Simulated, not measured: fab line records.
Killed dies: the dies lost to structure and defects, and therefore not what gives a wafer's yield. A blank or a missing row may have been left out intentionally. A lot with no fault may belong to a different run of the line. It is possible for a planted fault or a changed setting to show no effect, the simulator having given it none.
What tool caused it? | flow gf180mcu | 39 wafers from 13 lots sampled at 5 of the route's 602 steps

== WHAT THE GAUGES READ, wafer by wafer ==
GF_VT_IMPLANT_TW_MEAS_21. Usual: for VT_IMPLANT_2_TW the level is 1203 and the standard deviation is 8.8.
lot  | measured     | on           | VT_IMPLANT_2_TW | flag
L673 | day 6 17:11  | filmMetro-01 | 1197 1199 1195  | 
L675 | day 7 09:20  | filmMetro-02 | 1219 1219 1218  | 
L676 | day 7 12:43  | filmMetro-01 | 1197 1205 1193  | 
L677 | day 7 19:16  | filmMetro-03 | 1202 1201 1205  | 
L678 | day 8 08:02  | filmMetro-03 | 1201 1201 1203  | 
L679 | day 8 12:39  | filmMetro-01 | 1201 1204 1201  | 
L683 | day 9 12:22  | filmMetro-03 | 1198 1196 1205  | 
L685 | day 9 22:38  | filmMetro-03 | 1134 1136 1143  | OFF
L686 | day 10 04:43 | filmMetro-02 | 1159 1162 1158  | OFF
L688 | day 10 18:20 | filmMetro-03 | 1200 1201 1204  | 
L690 | day 11 07:43 | filmMetro-03 | 1197 1205 1198  | 
L691 | day 11 15:05 | filmMetro-01 | 1207 1200 1199  | 
L692 | day 11 20:11 | filmMetro-01 | 1202 1200 1202  | 

GF_VT_IMPLANT_OVL_MEAS_29. Usual: for VT_IMPLANT_02_OVL the level is 0.9 nm and the standard deviation is 1.3.
lot  | measured     | on         | VT_IMPLANT_02_OVL (nm) | flag
L673 | day 7 08:45  | overlay-01 | 0.2 0.4 -0.7           | 
L675 | day 8 00:47  | overlay-01 | -0.1 0.1 2.4           | 
L676 | day 8 04:29  | overlay-01 | -0.1 -0.6 2.5          | 
L677 | day 8 11:08  | overlay-01 | 0.3 0.3 1.7            | 
L678 | day 9 00:30  | overlay-02 | 1.6 0.7 1.3            | 
L679 | day 9 05:27  | overlay-01 | 0.6 -0.6 1.0           | 
L683 | day 10 04:47 | overlay-01 | 4.1 4.2 2.2            | 
L685 | day 10 16:06 | overlay-01 | -0.1 0.6 0.3           | 
L686 | day 10 22:14 | overlay-02 | 0.4 -1.2 -0.9          | 
L688 | day 11 11:56 | overlay-01 | 1.4 3.9 2.2            | 
L690 | day 12 02:20 | overlay-01 | -1.8 -0.1 0.4          | 
L691 | day 12 09:56 | overlay-01 | -0.9 0.4 1.6           | 
L692 | day 12 15:53 | overlay-02 | 0.6 0.2 1.8            | 

GF_VT_IMPLANT_RS_MEAS_47: measures by four-point-probe. Usual: for NWELL_RS the level is 488.0 ohm/sq and the standard deviation is 1.1.
lot  | measured     | on           | NWELL_RS (ohm/sq) | flag
L673 | day 8 01:20  | filmMetro-04 | 489.9 489.1 490.1 | 
L675 | day 8 17:54  | filmMetro-04 | 487.8 486.9 487.7 | 
L676 | day 8 22:10  | filmMetro-02 | 490.7 489.1 488.3 | 
L677 | day 9 05:00  | filmMetro-02 | 489.7 487.8 488.1 | 
L678 | day 9 19:01  | filmMetro-02 | 488.1 489.2 488.6 | 
L679 | day 9 23:12  | filmMetro-04 | 489.7 487.8 489.1 | 
L683 | day 10 23:12 | filmMetro-01 | 486.4 488.2 487.7 | 
L685 | day 11 11:13 | filmMetro-04 | 487.4 489.6 487.5 | 
L686 | day 11 17:42 | filmMetro-04 | 487.9 487.8 487.1 | 
L688 | day 12 07:08 | filmMetro-04 | 488.0 488.4 489.0 | 
L690 | day 12 22:42 | filmMetro-01 | 487.8 488.5 486.7 | 
L691 | day 13 06:52 | filmMetro-01 | 488.7 486.4 487.8 | 
L692 | day 13 12:41 | filmMetro-02 | 487.6 488.1 487.0 | 

== TOOL THAT RAN EACH LOT (tool first, then ch and the chambers of the sampled wafers, then the start) ==
lot  | GF_STI_STRIP_15                    | GF_VT_IMPLANT_IMPLANT_19
L673 | plasmaAsher-02 ch 0,1, day 2 11:52 | implanter-02 ch 0, day 6 16:56
L675 | plasmaAsher-01 ch 0,1, day 2 23:33 | implanter-04 ch 0, day 7 09:05
L676 | plasmaAsher-01 ch 0,1, day 3 03:48 | implanter-02 ch 0, day 7 12:28
L677 | plasmaAsher-02 ch 0,1, day 3 07:43 | implanter-02 ch 0, day 7 19:01
L678 | plasmaAsher-04 ch 0,1, day 3 13:48 | implanter-04 ch 0, day 8 07:49
L679 | plasmaAsher-01 ch 0,1, day 3 18:54 | implanter-04 ch 0, day 8 12:26
L683 | plasmaAsher-01 ch 0,1, day 4 16:15 | implanter-04 ch 0, day 9 12:07
L685 | plasmaAsher-01 ch 0,1, day 5 00:55 | implanter-04 ch 0, day 9 22:24
L686 | plasmaAsher-04 ch 0,1, day 5 06:52 | implanter-04 ch 0, day 10 04:28
L688 | plasmaAsher-02 ch 0, day 5 17:07   | implanter-01 ch 0, day 10 18:06
L690 | plasmaAsher-01 ch 0,1, day 6 03:46 | implanter-02 ch 0, day 11 07:28
L691 | plasmaAsher-01 ch 0,1, day 6 10:46 | implanter-02 ch 0, day 11 14:50
L692 | plasmaAsher-02 ch 0,1, day 6 13:46 | implanter-02 ch 0, day 11 19:57
- GF_STI_STRIP_15: strips in O2/N2.
- GF_VT_IMPLANT_IMPLANT_19

== AS READ BY THE TOOLS THEMSELVES (means over the sampled wafers that have a number; for cases with no such wafer, the mark the record gives instead) ==
GF_STI_STRIP_15. Usual: chamberPressureMTorr 1499.8 mTorr, standard deviation 1.3; drypumpMotorCurrentA 5.7 A, standard deviation 0.69; heaterPowerW 362 W, standard deviation 42; oesProductAu 0.383 a.u., standard deviation 0.005; stripTimeToEndpointS 3.71 s, standard deviation 0.048.
lot  | tool           | chamberPressureMTorr (mTorr) | drypumpMotorCurrentA (A) | heaterPowerW (W) | oesProductAu (a.u.) | stripTimeToEndpointS (s) | flag
L673 | plasmaAsher-02 | 1499.7                       | 5.8                      | 366              | 0.389               | 3.74                     | 
L675 | plasmaAsher-01 | 1499.8                       | 5.3                      | 350              | 0.380               | 3.76                     | 
L676 | plasmaAsher-01 | 1498.5                       | 5.3                      | 353              | 0.381               | 3.68                     | 
L677 | plasmaAsher-02 | 1499.5                       | 6.0                      | 353              | 0.383               | 3.69                     | 
L678 | plasmaAsher-04 | 1500.7                       | 5.8                      | 375              | 0.374               | 3.68                     | 
L679 | plasmaAsher-01 | 1500.5                       | 5.3                      | 350              | 0.386               | 3.74                     | 
L683 | plasmaAsher-01 | 1499.8                       | 5.3                      | 357              | 0.384               | 3.75                     | 
L685 | plasmaAsher-01 | 1498.0                       | 5.9                      | 383              | 0.381               | 3.75                     | 
L686 | plasmaAsher-04 | 1500.1                       | 5.8                      | 378              | 0.380               | 3.70                     | 
L688 | plasmaAsher-02 | 1499.9                       | 5.6                      | 377              | 0.385               | 3.65                     | 
L690 | plasmaAsher-01 | 1499.4                       | 5.3                      | 348              | 0.383               | 3.72                     | 
L691 | plasmaAsher-01 | 1497.3                       | 5.9                      | 382              | 0.380               | 3.71                     | 
L692 | plasmaAsher-02 | 1501.1                       | 6.0                      | 359              | 0.387               | 3.74                     | 

GF_VT_IMPLANT_IMPLANT_19. Usual: beamEnergyKeV 100.00, standard deviation 0.031; beamOnS 9.99 s, standard deviation 0.2; faradayCurrentUA 24.6, standard deviation 0.48.
lot  | tool         | beamEnergyKeV | beamOnS (s) | faradayCurrentUA | flag
L673 | implanter-02 | 100.02        | 10.07       | 24.3             | 
L675 | implanter-04 | 99.99         | 10.05       | 24.4             | 
L676 | implanter-02 | 99.97         | 9.88        | 24.8             | 
L677 | implanter-02 | 100.01        | 9.97        | 24.6             | 
L678 | implanter-04 | 99.98         | 9.93        | 24.7             | 
L679 | implanter-04 | 100.02        | 9.89        | 24.8             | 
L683 | implanter-04 | 100.00        | 10.13       | 24.1             | 
L685 | implanter-04 | 99.99         | 8.37        | 29.3             | OFF
L686 | implanter-04 | 100.00        | 8.20        | 29.8             | OFF
L688 | implanter-01 | 100.00        | 9.94        | 24.6             | 
L690 | implanter-02 | 99.99         | 10.20       | 24.0             | 
L691 | implanter-02 | 99.98         | 9.90        | 24.9             | 
L692 | implanter-02 | 99.99         | 10.20       | 24.1             | 

== THE ANSWER, worked out from the rows above alone ==
Rule: take the mean of a lot's wafers that have a number; if it is more than 3 standard deviations from the usual mean, the lot is off. A lot without any number at a reading at which 4 lots or more have one is off too. Where the step has rows for the other lots, those lots are counted as sound. After the gauges, taken in route order, come the tools' own readings; for these a lot's mean is taken, as printed above. At the first step where some lot is off, the reading lying furthest off is the one used; lots without a number count as furthest.
Off: at GF_VT_IMPLANT_TW_MEAS_21 (VT_IMPLANT_2_TW), L685, L686.
A tool fits if, at a process step before that reading, it ran every lot that is off, and no sound lot after the first of them. Not tried: the gauges at GF_VT_IMPLANT_TW_MEAS_21; whatever is off there is also off at GF_VT_IMPLANT_IMPLANT_19, on other tools, and gauge error can't account for it. One fits: GF_VT_IMPLANT_IMPLANT_19 on implanter-04. Its last sound lot is L683 (day 9 12:07), its first lot that is off L685 (day 9 22:24): a fault that began between those two fits.
The tool's own readings at GF_VT_IMPLANT_IMPLANT_19 bear it out: on the lots that are off they differ by more than 5 times the standard deviation of the sound lots' means. beamOnS reads 8.29 s there against 10.01 s on the sound lots; faradayCurrentUA reads 29.6 there against 24.5 on the sound lots.

== WHAT HAD BEEN PUT IN BY THE SIMULATOR ==
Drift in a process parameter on implanter-04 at GF_VT_IMPLANT_IMPLANT_19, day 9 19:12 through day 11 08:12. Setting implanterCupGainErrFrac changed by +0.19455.
Lots struck among those shown: L685, L686. The rule above reached the same finding.
